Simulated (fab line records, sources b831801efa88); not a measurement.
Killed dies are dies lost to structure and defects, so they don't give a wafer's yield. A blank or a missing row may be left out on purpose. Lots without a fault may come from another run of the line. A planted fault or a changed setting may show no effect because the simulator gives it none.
Chamber matching | flow sky130 | SKY_CAPM_CVD_00 on pecvd-02: 3 sister chambers
The step deposits SiO2, target thk 15.5 nm. 20 wafers are shown with their chamber, then 10 later ones without.

WAFERS WITH THEIR CHAMBER
wafer  | chamber | heater_power_w (W)
L075.2 | 0       | 534
L075.3 | 2       | 702
L075.6 | 2       | 712
L077.1 | 1       | 669
L077.2 | 0       | 533
L077.3 | 2       | 815
L077.4 | 2       | 821
L077.5 | 0       | 541
L077.6 | 1       | 680
L080.2 | 0       | 572
L080.3 | 2       | 705
L080.4 | 2       | 697
L085.3 | 2       | 815
L085.4 | 1       | 766
L085.6 | 2       | 798
L084.2 | 1       | 725
L084.3 | 2       | 689
L084.4 | 2       | 699
L089.1 | 1       | 776
L089.2 | 0       | 486

SIGNATURES (means of the wafers above)
reading        | chamber 0 | chamber 1 | chamber 2 | scatter within a chamber
heater_power_w | 533.20    | 723.20    | 745.30    | 50.7
Rule: a wafer's distance from a chamber is the root of the sum, over the readings, of the square of ((its reading less the chamber's mean) divided by the reading's scatter). The wafer belongs to the nearest chamber; if the next one is less than 2 further off, it can't be placed. The scatter: the root of (the sum of the squares of (reading less its chamber's mean) over the shown wafers, divided by (wafers less chambers)).

WAFERS WITHOUT THEIR CHAMBER
wafer  | heater_power_w (W)
L089.5 | 492
L092.1 | 542
L092.3 | 651
L092.4 | 546
L094.1 | 649
L094.3 | 826
L094.6 | 827
L096.2 | 677
L096.4 | 771
L096.5 | 534

WHICH CHAMBER EACH WENT THROUGH
wafer  | from the rows above          | in truth
L089.5 | 0                            | 0
L092.1 | 0                            | 0
L092.3 | can't be placed: 1 or 2 or 0 | 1
L092.4 | 0                            | 0
L094.1 | can't be placed: 1 or 2 or 0 | 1
L094.3 | can't be placed: 2 or 1      | 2
L094.6 | can't be placed: 2 or 1      | 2
L096.2 | can't be placed: 1 or 2 or 0 | 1
L096.4 | can't be placed: 2 or 1      | 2
L096.5 | 0                            | 0
Placed correctly: 4 of 10. Can't be placed from these rows: 6 (the true chamber is among the candidates in 6). Placed wrongly: 0.
